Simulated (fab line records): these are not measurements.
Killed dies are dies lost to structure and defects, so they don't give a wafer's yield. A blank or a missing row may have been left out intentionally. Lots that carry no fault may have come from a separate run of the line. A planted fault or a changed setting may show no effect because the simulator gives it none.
Which tool did it? + flow gf180mcu + Sampling: 6 lots, 18 wafers, 2 of 602 route steps

## WHAT EACH GAUGE READ, for each wafer
GF_CONTACT_THK_MEAS_01.
| lot  | measured     | on            | CONTACT_CVD_00_THK (nm) |
|------|--------------|---------------|-------------------------|
| L645 | day 15 21:10 | film metro-02 | 292 303 299             |
| L647 | day 16 16:40 | film metro-01 | 298 298 301             |
| L651 | day 18 01:49 | film metro-01 | 253 259 255             |
| L653 | day 19 01:20 | film metro-04 | 255 256 255             |
| L662 | day 22 05:26 | film metro-02 | 298 301 296             |
| L664 | day 22 17:59 | film metro-01 | 298 295 297             |

## WHICH TOOL RAN EACH LOT (tool, then ch and the chambers of the sampled wafers, then the start)
| lot  | GF_CONTACT_CVD_00                |
|------|----------------------------------|
| L645 | hdpcvd-01 ch 0,1,2, day 15 21:07 |
| L647 | hdpcvd-02 ch 1, day 16 16:36     |
| L651 | hdpcvd-01 ch 0,1, day 18 01:46   |
| L653 | hdpcvd-01 ch 0,1,2, day 19 01:17 |
| L662 | hdpcvd-02 ch 0,2, day 22 05:23   |
| L664 | hdpcvd-01 ch 0,1,2, day 22 17:55 |
- GF_CONTACT_CVD_00: deposits SiO2, target thk 300 nm, time 50 s.

## THE ANSWER, worked out from the rows above alone
Rule: the lots themselves supply what counts as usual. Put in order of their means at a reading, lots are off if they are a third of the lots or fewer, leave a main group of 4 or more, and stand apart from it by a gap of 3 or more times the standard deviation of the main group's means; of several such gaps the widest counts. The tables above print the reading to a certain number of digits; a main group whose means all agree to those digits is not used. A lot without any number at a reading at which 4 lots or more have one is off too. All remaining lots with rows at the step are treated as sound.
Off: L651, L653, at GF_CONTACT_THK_MEAS_01 (CONTACT_CVD_00_THK). For the main group the mean is 298 nm and the standard deviation 0.85.
A tool fits if, at a process step before that reading, it ran every lot that is off, and no sound lot after the first of them. The gauges at GF_CONTACT_THK_MEAS_01 are tried like those tools. None of those tried fits.

## WHAT THE SIMULATOR HAD PUT IN
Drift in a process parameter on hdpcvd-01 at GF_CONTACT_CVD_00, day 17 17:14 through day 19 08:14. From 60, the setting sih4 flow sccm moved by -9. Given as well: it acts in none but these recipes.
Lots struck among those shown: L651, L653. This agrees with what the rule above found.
